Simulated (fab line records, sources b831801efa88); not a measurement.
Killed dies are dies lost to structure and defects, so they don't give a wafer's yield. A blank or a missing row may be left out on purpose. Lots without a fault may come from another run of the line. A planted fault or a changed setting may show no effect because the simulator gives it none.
Problem report in the 8D (eight disciplines) form, filled by code | flow sky130 | the parts of the form that need people (team, actions taken, sign-off) are left out

1. THE PROBLEM
cathode_dc_power_W at SKY_METAL5_SPUTTER_01 reads a mean of 5238.4 W on 6 wafers of 2 lots; wafers without a fault read 6500.1 W with a standard deviation of 1.1. That is -99 or more standard deviations from the usual mean.
The step: material TiN, target thk 20 nm, time 16.7 s.
First seen on wafer L302.2, day 47 09:49, on pvd_sputter-03. The record holds 33 wafers of 11 lots with a number at this step. Rule for "out", or "out of limits": more than 4 standard deviations from the usual mean. The other wafers with a number count as sound.

2. WHAT IT IS AND WHAT IT IS NOT
question                    | is                     | is not
which readings at this step | cathode_dc_power_W     | throttle_valve_pct
which lots                  | L302, L308             | L286, L287, L289, L291, L292, L298, L306, L307, L309
which wafers of those lots  | all that have a number | -
read on which tools         | pvd_sputter-03         | pvd_sputter-01, pvd_sputter-04
when                        | from day 47 09:49      | up to then (18 sound wafers); but 9 sound wafers of L306, L307, L309 came after

3. SUSPECTS, AND WHAT RULES EACH OUT
Counting: a tool at a process step up to the reading stays a suspect if it ran every lot that is out and no sound lot after the first of them.
- rie_metal-03 at SKY_METAL4_DESCUM_15 (chemistry O2, time 8 s): ruled out as a lasting fault. Sound lots L307 ran on it after its first lot that is out, L302 (day 46 11:01).
- pvd_sputter-03 at SKY_METAL5_SPUTTER_01 (material TiN, target thk 20 nm, time 16.7 s): kept. It ran every lot that is out, first L302 (day 47 09:49), and no sound lot after that; its last sound lot up to then is L298 (day 46 10:11). Its own readings are out on those wafers: cathode_dc_power_W.
Left after counting: pvd_sputter-03 at SKY_METAL5_SPUTTER_01.

4. THE CAUSE (what the simulator had put in)
Process parameter drift: pvd_sputter-03, from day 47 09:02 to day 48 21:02, at SKY_METAL5_SPUTTER_01. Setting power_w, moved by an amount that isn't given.
Counting left only this tool.

5. THE CHAIN OF EFFECTS, in route order
Each row: a reading whose mean over the struck wafers that have a number lies more than 3 standard deviations from the usual. Only readings for which the record gives a usual standard deviation are gone through. hours: the time from each lot's start at the first step in this table that gives one to its start at this step, as a median over the lots. sigmas: the change in usual standard deviations.
hours | step                  | reading            | usual    | on struck wafers | change  | sigmas
0     | SKY_METAL5_SPUTTER_01 | cathode_dc_power_W | 6500.1 W | 5238.4           | -1261.7 | -99 or more
The process steps in it:
- SKY_METAL5_SPUTTER_01: material TiN, target thk 20 nm, time 16.7 s.

6. WHAT WOULD HAVE CAUGHT IT SOONER
In this record the first reading out of limits was taken at day 47 09:49, 1 hour after the fault began at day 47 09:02.
